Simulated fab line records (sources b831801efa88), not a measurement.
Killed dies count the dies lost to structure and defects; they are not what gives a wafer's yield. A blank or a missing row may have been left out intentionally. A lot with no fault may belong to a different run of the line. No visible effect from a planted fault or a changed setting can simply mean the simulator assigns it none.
fab line records + flow gf180mcu
record
- lots=6
- wafers=18
- last-day=34
route steps=602 shown V2@386
lots that met no fault: taken from a fault-free run of the same line
start-h: hours from the record's opening day to when the first of the lot's shown wafers began + wait-h: hours from the lot's prior step to this one + " as in the row above + L1.1+2: a single row standing in for several wafers + - either no value or no given start + * or withheld: withheld + < > ~ a bound
route shown NAME@n: a module of which the file shows steps, and the number in the route of the first + usual: mean/standard deviation of fault-free wafers + same: alike in all rows + chamber/n: place in a boat + sites: per-site readings + _std_site: the standard deviation of these + _edge_site: inner sites' mean taken away from outer sites' mean + radius-mm: how far each site lies from the wafer's centre + mask NAME#n: copy n + behind: the last tool/chamber to shape the wafer + hold: why the lot was held/for how many hours/how that ended + device: the transistor (n, p or np) that didn't switch + end of line: at the end of the route, the tests of the same wafers + step lacking rows: just its recipe + killed: at the first sort, the dies lost to defects and structure; wafer yield is something else + map: dies across one wafer; x = killed, . = not, _ = none there
set.NAME: the setting the step ran with; set.NAME@STEP: the setting that earlier step ran with + model.NAME: the simulator's own value behind a step, which no gauge read
lots at selected steps of the route; one table per step, one row per wafer
services: when a tool's chamber went out of use (start-h, in hours from the record's first day, below 0 if earlier), for how many hours, and the reason
## steps
# step GF_V2_CMP_04
# recipe
- material=SiO2
- down-force-psi=4
- platen-rpm=60
- pad-velocity-m-s=0.94248
# usual
- motor-current-A=11.5/0.72
- time-to-endpoint-s=78/5.5
| lot.wafer | tool   | chamber | start-h | wait-h | motor-current-A | time-to-endpoint-s |
|-----------|--------|---------|---------|--------|-----------------|--------------------|
| L184.1    | cmp-01 | 3       | 474.28  | 0.6    | 11.4            | 74                 |
| L184.3    | "      | 0       | "       | "      | 12.9            | 68                 |
| L184.6    | "      | 2       | "       | "      | 11.5            | 80                 |
| L188.2    | cmp-01 | 3       | 510.47  | 0.1    | 10.9            | 82                 |
| L188.3    | "      | 0       | "       | "      | 12.9            | 80                 |
| L188.4    | "      | 1       | "       | "      | 11.0            | 79                 |
| L194.2    | cmp-01 | 1       | 565.41  | 0.2    | 11.0            | 76                 |
| L194.5    | "      | 1       | "       | "      | 11.3            | 79                 |
| L194.6    | "      | 2       | "       | "      | 10.9            | 82                 |
| L195.3    | cmp-02 | 2       | 573.62  | 0.1    | 12.2            | 75                 |
| L195.6    | "      | 1       | "       | "      | 10.6            | 88                 |
| L195.5    | "      | 2       | "       | "      | 11.9            | 79                 |
| L199.3    | cmp-01 | 0       | 600.81  | 0.1    | 12.4            | 67                 |
| L199.5    | "      | 2       | "       | "      | 11.5            | 76                 |
| L199.6    | "      | 3       | "       | "      | 11.1            | 79                 |
| L202.1    | cmp-01 | 0       | 624.82  | 0.1    | 12.4            | 68                 |
| L202.5    | "      | 3       | "       | "      | 10.7            | 77                 |
| L202.6    | "      | 0       | "       | "      | 12.8            | 69                 |
# step GF_V2_BOW_MEAS_05
# recipe
- mode=bow
# usual
- V2_BOW=99/9.1
| lot.wafer | tool          | chamber | start-h | wait-h | V2_BOW[um] |
|-----------|---------------|---------|---------|--------|------------|
| L184.1    | film-metro-03 | -       | 474.53  | 0.2    | 113        |
| L184.3    | "             | -       | "       | "      | 110        |
| L184.6    | "             | -       | "       | "      | 96         |
| L188.2    | film-metro-03 | -       | 510.74  | 0.2    | 81         |
| L188.3    | "             | -       | "       | "      | 95         |
| L188.4    | "             | -       | "       | "      | 86         |
| L194.2    | film-metro-03 | -       | 565.73  | 0.3    | 104        |
| L194.5    | "             | -       | "       | "      | 97         |
| L194.6    | "             | -       | "       | "      | 103        |
| L195.3    | film-metro-04 | -       | 573.91  | 0.2    | 93         |
| L195.5    | "             | -       | "       | "      | 97         |
| L195.6    | "             | -       | "       | "      | 91         |
| L199.3    | film-metro-04 | -       | 601.05  | 0.2    | 84         |
| L199.5    | "             | -       | "       | "      | 96         |
| L199.6    | "             | -       | "       | "      | 88         |
| L202.1    | film-metro-01 | -       | 625.07  | 0.2    | 104        |
| L202.5    | "             | -       | "       | "      | 107        |
| L202.6    | "             | -       | "       | "      | 103        |
# step GF_V2_DEHYDRATE_06
# recipe
- temp-c=200
- time-s=60
# step GF_V2_HMDS_07
# recipe
- prime-time-s=60
- prime-temp-c=120
# step GF_V2_COAT_08
# recipe
- resist=BARC
- temp-c=withheld
- time-s=withheld
- spin-rpm=withheld
- resist-thk-nm=withheld
# step GF_V2_COAT_09
# recipe
- resist=KrF
- spin-rpm=withheld
- resist-thk-nm=1000
# step GF_V2_SOFTBAKE_10
# recipe
- temp-c=130
- time-s=60
- resist=KrF
# step GF_V2_EXPOSE_11
# recipe
- mask-id=Via2
- target-cd-nm=260
- na=0.68
- source-shape=conventional
- sigma-outer=0.6
- dose-mj=38
# step GF_V2_PEB_12
# recipe
- peb-temp-c=135
- peb-time-s=90
- resist=KrF
# step GF_V2_DEVELOP_13
# recipe
- develop-time-s=60
- resist=KrF
- dev-temp-c=21
# step GF_V2_CD_MEAS_14
# recipe
- target-cd-nm=260
# usual
- cd-nm=260.0/1.3
| lot.wafer | tool      | chamber | start-h | wait-h | cd-nm |
|-----------|-----------|---------|---------|--------|-------|
| L184.1    | cd-sem-02 | -       | 498.29  | 0.1    | 260.3 |
| L184.3    | "         | -       | "       | "      | 259.3 |
| L184.6    | "         | -       | "       | "      | 258.5 |
| L188.2    | cd-sem-02 | -       | 533.52  | 0.1    | 259.7 |
| L188.3    | "         | -       | "       | "      | 261.2 |
| L188.4    | "         | -       | "       | "      | 259.2 |
| L194.2    | cd-sem-02 | -       | 586.72  | 0.1    | 261.1 |
| L194.5    | "         | -       | "       | "      | 260.0 |
| L194.6    | "         | -       | "       | "      | 260.2 |
| L195.3    | cd-sem-01 | -       | 595.59  | 0.1    | 260.3 |
| L195.5    | "         | -       | "       | "      | 261.2 |
| L195.6    | "         | -       | "       | "      | 262.3 |
| L199.3    | cd-sem-02 | -       | 620.99  | 0.1    | 257.4 |
| L199.5    | "         | -       | "       | "      | 260.5 |
| L199.6    | "         | -       | "       | "      | 259.2 |
| L202.1    | cd-sem-02 | -       | 644.05  | 0.1    | 259.3 |
| L202.5    | "         | -       | "       | "      | 258.0 |
| L202.6    | "         | -       | "       | "      | 258.9 |
# step GF_V2_OVL_MEAS_15
# usual
- V2_OVL=1/5.6
| lot.wafer | tool       | chamber | start-h | wait-h | V2_OVL[nm] |
|-----------|------------|---------|---------|--------|------------|
| L184.1    | overlay-01 | -       | 498.41  | 0.1    | 1          |
| L184.3    | "          | -       | "       | "      | 5          |
| L184.6    | "          | -       | "       | "      | 9          |
| L188.2    | overlay-02 | -       | 533.63  | 0.1    | 0          |
| L188.3    | "          | -       | "       | "      | 10         |
| L188.4    | "          | -       | "       | "      | 1          |
| L194.2    | overlay-01 | -       | 586.82  | 0.1    | 4          |
| L194.5    | "          | -       | "       | "      | 4          |
| L194.6    | "          | -       | "       | "      | 6          |
| L195.3    | overlay-02 | -       | 595.68  | 0.1    | 5          |
| L195.5    | "          | -       | "       | "      | 0          |
| L195.6    | "          | -       | "       | "      | -3         |
| L199.3    | overlay-01 | -       | 621.08  | 0.1    | 11         |
| L199.5    | "          | -       | "       | "      | 9          |
| L199.6    | "          | -       | "       | "      | 5          |
| L202.1    | overlay-01 | -       | 644.17  | 0.1    | 8          |
| L202.5    | "          | -       | "       | "      | 5          |
| L202.6    | "          | -       | "       | "      | -2         |
# step GF_V2_ETCH_16
# recipe
- chemistry=N2/H2
- target-depth-a=withheld
- overetch-a=withheld
- time-s=withheld
- target=BARC
- ion-energy-ev=200
- source-w=500
- bias-w=100
- pressure-mtorr=30
- n2-flow-sccm=100
- h2-flow-sccm=200
# usual
- bias-w=100.01/0.29
- chamber-pressure-mTorr=30.000/0.026
- drypump-motor-current-A=5.9/0.35
- oes-product-au=0.856/0.005
- throttle-valve-pct=13.225/0.0091
| lot.wafer | tool        | chamber | start-h | wait-h | bias-w | chamber-pressure-mTorr | drypump-motor-current-A | oes-product-au | throttle-valve-pct |
|-----------|-------------|---------|---------|--------|--------|------------------------|-------------------------|----------------|--------------------|
| L184.1    | rie-diel-02 | 3       | 498.44  | 0.0    | 99.29  | 29.995                 | 6.2                     | 0.857          | 13.217             |
| L184.3    | "           | 1       | "       | "      | 100.03 | 29.995                 | 5.5                     | 0.857          | 13.221             |
| L184.6    | "           | 3       | "       | "      | 100.16 | 30.015                 | 6.2                     | 0.859          | 13.216             |
| L188.2    | rie-diel-01 | 1       | 533.66  | 0.0    | 100.24 | 30.001                 | 6.0                     | 0.856          | 13.225             |
| L188.3    | "           | 2       | "       | "      | 100.28 | 30.008                 | 6.3                     | 0.859          | 13.217             |
| L188.4    | "           | 0       | "       | "      | 99.49  | 30.013                 | 5.8                     | 0.857          | 13.227             |
| L194.2    | rie-diel-01 | 3       | 586.85  | 0.0    | -      | -                      | -                       | -              | -                  |
| L194.5    | "           | 0       | "       | "      | -      | -                      | -                       | -              | -                  |
| L194.6    | "           | 3       | "       | "      | -      | -                      | -                       | -              | -                  |
| L195.3    | rie-diel-02 | 3       | 595.70  | 0.0    | -      | -                      | -                       | -              | -                  |
| L195.5    | "           | 2       | "       | "      | -      | -                      | -                       | -              | -                  |
| L195.6    | "           | 3       | "       | "      | -      | -                      | -                       | -              | -                  |
| L199.3    | rie-diel-04 | 2       | 621.10  | 0.0    | 99.96  | 29.991                 | 5.8                     | 0.852          | 13.232             |
| L199.5    | "           | 3       | "       | "      | 100.32 | 30.018                 | 5.5                     | 0.858          | 13.239             |
| L199.6    | "           | 2       | "       | "      | 99.75  | 30.038                 | 5.8                     | 0.857          | 13.234             |
| L202.1    | rie-diel-04 | 2       | 644.20  | 0.0    | 99.78  | 29.972                 | 5.8                     | 0.860          | 13.216             |
| L202.5    | "           | 3       | "       | "      | 100.10 | 29.995                 | 5.5                     | 0.854          | 13.208             |
| L202.6    | "           | 0       | "       | "      | 100.12 | 29.984                 | 5.5                     | 0.853          | 13.231             |
# step GF_V2_ETCH_17
# recipe
- chemistry=C4F8/O2/Ar
- mask-material=KrF
- target=SiO2
- stop-on=TiN
- source-w=1500
- bias-w=1200
- pressure-mtorr=40
- c4f8-flow-sccm=withheld
- O2_flow_sccm=6
- Ar_flow_sccm=300
- time-s=withheld
- target-depth-a=6300
# usual
- bias-w=1200/3.4
- chamber-pressure-mTorr=40.00/0.037
- oes-product-au=0.856/0.0047
| lot.wafer | tool        | chamber | start-h | wait-h | bias-w | chamber-pressure-mTorr | oes-product-au |
|-----------|-------------|---------|---------|--------|--------|------------------------|----------------|
| L184.1    | rie-diel-02 | 3       | -       | -      | 1202   | 39.95                  | 0.859          |
| L184.3    | "           | 1       | "       | "      | 1201   | 40.00                  | 0.858          |
| L184.6    | "           | 3       | "       | "      | 1199   | 40.02                  | 0.853          |
| L188.2    | rie-diel-01 | 1       | -       | -      | 1203   | 40.01                  | 0.858          |
| L188.3    | "           | 2       | "       | "      | 1198   | 40.00                  | 0.849          |
| L188.4    | "           | 0       | "       | "      | 1200   | 40.03                  | 0.857          |
| L194.2    | rie-diel-01 | 3       | -       | -      | 1205   | 39.98                  | 0.374          |
| L194.5    | "           | 0       | "       | "      | 1197   | 39.98                  | 0.383          |
| L194.6    | "           | 3       | "       | "      | 1205   | 40.03                  | 0.371          |
| L195.3    | rie-diel-02 | 3       | -       | -      | 1199   | 40.01                  | 0.379          |
| L195.5    | "           | 2       | "       | "      | 1197   | 39.99                  | 0.380          |
| L195.6    | "           | 3       | "       | "      | 1195   | 39.92                  | 0.373          |
| L199.3    | rie-diel-04 | 2       | -       | -      | 1203   | 40.05                  | 0.857          |
| L199.5    | "           | 3       | "       | "      | 1191   | 39.96                  | 0.853          |
| L199.6    | "           | 2       | "       | "      | 1193   | 40.02                  | 0.851          |
| L202.1    | rie-diel-04 | 2       | -       | -      | 1203   | 39.98                  | 0.861          |
| L202.5    | "           | 3       | "       | "      | 1200   | 39.95                  | 0.865          |
| L202.6    | "           | 0       | "       | "      | 1198   | 39.96                  | 0.859          |
# step GF_V2_STRIP_18
# recipe
- chemistry=O2/N2
- power-w=1400
- pressure-mtorr=1500
- platen-temp-c=250
- o2-flow-sccm=3000
- n2-flow-sccm=300
- overash-fraction=0.5
# usual
- drypump-motor-current-A=5.5/0.33
- heater-power-w=309/38
- oes-product-au=0.592/0.0052
| lot.wafer | tool            | chamber | start-h | wait-h | drypump-motor-current-A | heater-power-w | oes-product-au | rf-hours-counter-h |
|-----------|-----------------|---------|---------|--------|-------------------------|----------------|----------------|--------------------|
| L184.1    | plasma-asher-02 | 1       | 498.57  | -      | 5.0                     | 251            | 0.603          | 91                 |
| L184.3    | "               | 1       | "       | "      | 5.0                     | 250            | 0.593          | -                  |
| L184.6    | "               | 0       | "       | "      | 5.6                     | 285            | 0.598          | -                  |
| L188.2    | plasma-asher-04 | 1       | 533.78  | -      | 5.9                     | 360            | 0.595          | 41                 |
| L188.3    | "               | 0       | "       | "      | 5.9                     | 298            | 0.589          | -                  |
| L188.4    | "               | 1       | "       | "      | 5.9                     | 362            | 0.597          | -                  |
| L194.2    | plasma-asher-02 | 1       | 586.98  | -      | 5.0                     | 244            | 0.604          | 99                 |
| L194.5    | "               | 0       | "       | "      | 5.6                     | 276            | 0.609          | -                  |
| L194.6    | "               | 1       | "       | "      | 5.0                     | 255            | 0.607          | -                  |
| L195.3    | plasma-asher-03 | 0       | 595.86  | -      | 5.4                     | 334            | 0.608          | -                  |
| L195.5    | "               | 0       | "       | "      | 5.4                     | 326            | 0.612          | -                  |
| L195.6    | "               | 1       | "       | "      | 5.3                     | 330            | 0.607          | -                  |
| L199.3    | plasma-asher-03 | 0       | 621.26  | -      | 5.3                     | 335            | 0.594          | -                  |
| L199.5    | "               | 1       | "       | "      | 5.3                     | 325            | 0.582          | -                  |
| L199.6    | "               | 0       | "       | "      | 5.3                     | 340            | 0.593          | -                  |
| L202.1    | plasma-asher-04 | 1       | 644.33  | -      | 5.9                     | 356            | 0.600          | 53                 |
| L202.5    | "               | 1       | "       | "      | 5.9                     | 372            | 0.587          | -                  |
| L202.6    | "               | 0       | "       | "      | 5.8                     | 301            | 0.586          | -                  |
# step GF_V2_STRIP_19
# recipe
- chemistry=post-etch-residue-remover
- time-s=1200
- temp-c=72.5
## services
| tool            | chamber | start-h | hours | kind                           |
|-----------------|---------|---------|-------|--------------------------------|
| rie-diel-04     | 2       | 451.84  | 1.5   | repair                         |
| cmp-02          | -       | 456.17  | 31.8  | repair                         |
| cmp-01          | -       | 466.05  | 3.4   | repair                         |
| rie-diel-04     | -       | 472.34  | 1.3   | repair                         |
| cmp-01          | -       | 478.24  | 2.0   | repair                         |
| cmp-02          | -       | 480.43  | 0.2   | repair                         |
| rie-diel-04     | 0       | 484.27  | 2.2   | repair                         |
| cmp-01          | -       | 488.82  | 5.5   | pm                             |
| cmp-01          | -       | 498.85  | 0.4   | repair                         |
| rie-diel-01     | 2       | 519.13  | 11.5  | repair                         |
| plasma-asher-02 | -       | 535.58  | 1.4   | repair                         |
| rie-diel-04     | 0       | 537.47  | 7.1   | repair                         |
| cmp-02          | -       | 537.93  | 1.9   | repair                         |
| plasma-asher-04 | -       | 541.78  | 1.5   | repair                         |
| rie-diel-02     | 0       | 556.09  | 3.8   | repair                         |
| cmp-02          | -       | 559.53  | 12.8  | pm                             |
| rie-diel-04     | 0       | 570.75  | 5.3   | repair                         |
| cmp-01          | -       | 572.14  | 4.0   | pm                             |
| cmp-02          | -       | 575.69  | 0.6   | repair                         |
| cmp-01          | -       | 576.14  | -     | consumable-replace:conditioner |
| cmp-01          | -       | 576.14  | -     | consumable-replace:pad         |
| plasma-asher-02 | -       | 576.80  | 10.1  | repair                         |
| rie-diel-04     | 1       | 580.93  | 27.4  | repair                         |
| rie-diel-02     | -       | 621.56  | 0.8   | repair                         |
## key
first-sign
- step=GF_V2_ETCH_16
- reading=tool-record
- direction=missing
effect
- step=GF_V2_ETCH_17
- reading=oes-product-au
- direction=down
- sigmas=99+
- usual=0.856
- struck=0.377
effect
- step=GF_V2_STRIP_18
- reading=oes-product-au
- direction=up
- sigmas=3
- usual=0.592
- struck=0.608
met-at GF_V2_ETCH_16
struck-wafers L194.2,L194.5,L194.6,L195.3,L195.5,L195.6
later-rows-left-out L194.2,L194.5,L194.6,L195.3,L195.5,L195.6
sort-left-out L194.2,L194.5,L194.6,L195.3,L195.5,L195.6
onset-between 533.66 586.85
fault
- kind=skipped-step-whole
- tool=rie-diel-01,rie-diel-02
- chamber=-
- onset-h=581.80
- steps=GF_V2_ETCH_16
- scope=struck-lots-only
# sort-left-out: the simulated sort isn't trusted on such a fault, so these wafers' sort isn't shown, and their yield isn't known
# later-rows-left-out: the simulator's readings of these wafers behind a module that went badly wrong aren't trusted and aren't shown, but for the sort
